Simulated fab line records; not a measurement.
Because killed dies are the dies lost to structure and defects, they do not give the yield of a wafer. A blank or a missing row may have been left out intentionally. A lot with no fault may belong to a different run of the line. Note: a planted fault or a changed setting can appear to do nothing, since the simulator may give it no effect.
Chamber matching / flow sky130 / 4 sister chambers for SKY_VIA1_ETCH_14 on rieDiel-04
The step etches BARC in N2/H2, stops on SiO2, time 45.9 s, target depth 60 nm. 16 wafers are shown with their chamber, then 8 later ones without.

WAFERS PAIRED WITH THEIR CHAMBERS
wafer=L241.1; chamber=3; drypumpMotorCurrentA (A)=5.8; throttleValvePct (%)=13.245; chamberPressureMTorr (mTorr)=30.04
wafer=L241.3; chamber=2; drypumpMotorCurrentA (A)=5.2; throttleValvePct (%)=13.221; chamberPressureMTorr (mTorr)=30.00
wafer=L241.6; chamber=1; drypumpMotorCurrentA (A)=6.3; throttleValvePct (%)=13.225; chamberPressureMTorr (mTorr)=30.00
wafer=L245.1; chamber=1; drypumpMotorCurrentA (A)=6.4; throttleValvePct (%)=13.214; chamberPressureMTorr (mTorr)=29.96
wafer=L245.2; chamber=2; drypumpMotorCurrentA (A)=5.2; throttleValvePct (%)=13.219; chamberPressureMTorr (mTorr)=30.02
wafer=L245.6; chamber=2; drypumpMotorCurrentA (A)=5.2; throttleValvePct (%)=13.222; chamberPressureMTorr (mTorr)=30.04
wafer=L247.2; chamber=3; drypumpMotorCurrentA (A)=5.8; throttleValvePct (%)=13.230; chamberPressureMTorr (mTorr)=30.04
wafer=L247.3; chamber=1; drypumpMotorCurrentA (A)=6.4; throttleValvePct (%)=13.225; chamberPressureMTorr (mTorr)=30.02
wafer=L247.4; chamber=2; drypumpMotorCurrentA (A)=5.2; throttleValvePct (%)=13.228; chamberPressureMTorr (mTorr)=29.95
wafer=L249.1; chamber=3; drypumpMotorCurrentA (A)=5.8; throttleValvePct (%)=13.231; chamberPressureMTorr (mTorr)=30.05
wafer=L249.3; chamber=2; drypumpMotorCurrentA (A)=5.2; throttleValvePct (%)=13.229; chamberPressureMTorr (mTorr)=30.00
wafer=L249.6; chamber=0; drypumpMotorCurrentA (A)=6.4; throttleValvePct (%)=13.226; chamberPressureMTorr (mTorr)=29.99
wafer=L251.2; chamber=2; drypumpMotorCurrentA (A)=5.2; throttleValvePct (%)=13.215; chamberPressureMTorr (mTorr)=29.97
wafer=L251.4; chamber=0; drypumpMotorCurrentA (A)=6.4; throttleValvePct (%)=13.230; chamberPressureMTorr (mTorr)=30.01
wafer=L251.5; chamber=3; drypumpMotorCurrentA (A)=5.8; throttleValvePct (%)=13.249; chamberPressureMTorr (mTorr)=30.00
wafer=L259.2; chamber=2; drypumpMotorCurrentA (A)=5.2; throttleValvePct (%)=13.227; chamberPressureMTorr (mTorr)=30.03

SIGNATURES (means of the wafers above)
reading=drypumpMotorCurrentA; chamber 0=6.400; chamber 1=6.367; chamber 2=5.200; chamber 3=5.800; scatter within a chamber=0.0236
reading=throttleValvePct; chamber 0=13.22800; chamber 1=13.22133; chamber 2=13.22300; chamber 3=13.23875; scatter within a chamber=0.00665
reading=chamberPressureMTorr; chamber 0=30.0000; chamber 1=29.9933; chamber 2=30.0014; chamber 3=30.0325; scatter within a chamber=0.0286
Rule: a wafer lies at a distance from a chamber equal to the root of the sum of squares, over the readings, of (its reading less the chamber's mean, divided by the reading's scatter). If the next closest chamber is less than 2 further off than the closest, the wafer can't be placed; otherwise it belongs to the closest. The scatter: take each reading less its chamber's mean, square it, sum over the shown wafers, divide by the number of wafers less the number of chambers, and take the root.

WAFERS WHOSE CHAMBER IS MISSING
wafer=L259.3; drypumpMotorCurrentA (A)=5.8; throttleValvePct (%)=13.220; chamberPressureMTorr (mTorr)=29.96
wafer=L259.4; drypumpMotorCurrentA (A)=6.4; throttleValvePct (%)=13.217; chamberPressureMTorr (mTorr)=30.03
wafer=L260.2; drypumpMotorCurrentA (A)=5.7; throttleValvePct (%)=13.210; chamberPressureMTorr (mTorr)=30.04
wafer=L260.3; drypumpMotorCurrentA (A)=6.4; throttleValvePct (%)=13.231; chamberPressureMTorr (mTorr)=30.03
wafer=L260.4; drypumpMotorCurrentA (A)=5.2; throttleValvePct (%)=13.222; chamberPressureMTorr (mTorr)=30.00
wafer=L262.2; drypumpMotorCurrentA (A)=5.8; throttleValvePct (%)=13.205; chamberPressureMTorr (mTorr)=30.00
wafer=L262.3; drypumpMotorCurrentA (A)=5.2; throttleValvePct (%)=13.223; chamberPressureMTorr (mTorr)=29.98
wafer=L262.5; drypumpMotorCurrentA (A)=6.3; throttleValvePct (%)=13.227; chamberPressureMTorr (mTorr)=29.97

EACH ONE'S CHAMBER
wafer=L259.3; from the rows above=3; in truth=3
wafer=L259.4; from the rows above=can't be placed: 0 or 1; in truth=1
wafer=L260.2; from the rows above=3; in truth=3
wafer=L260.3; from the rows above=can't be placed: 0 or 1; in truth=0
wafer=L260.4; from the rows above=2; in truth=2
wafer=L262.2; from the rows above=3; in truth=3
wafer=L262.3; from the rows above=2; in truth=2
wafer=L262.5; from the rows above=can't be placed: 1 or 0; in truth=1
Placed correctly: 5 of 8. These rows do not allow placing 3 (true chamber among the candidates in 3). Placed wrongly: 0.
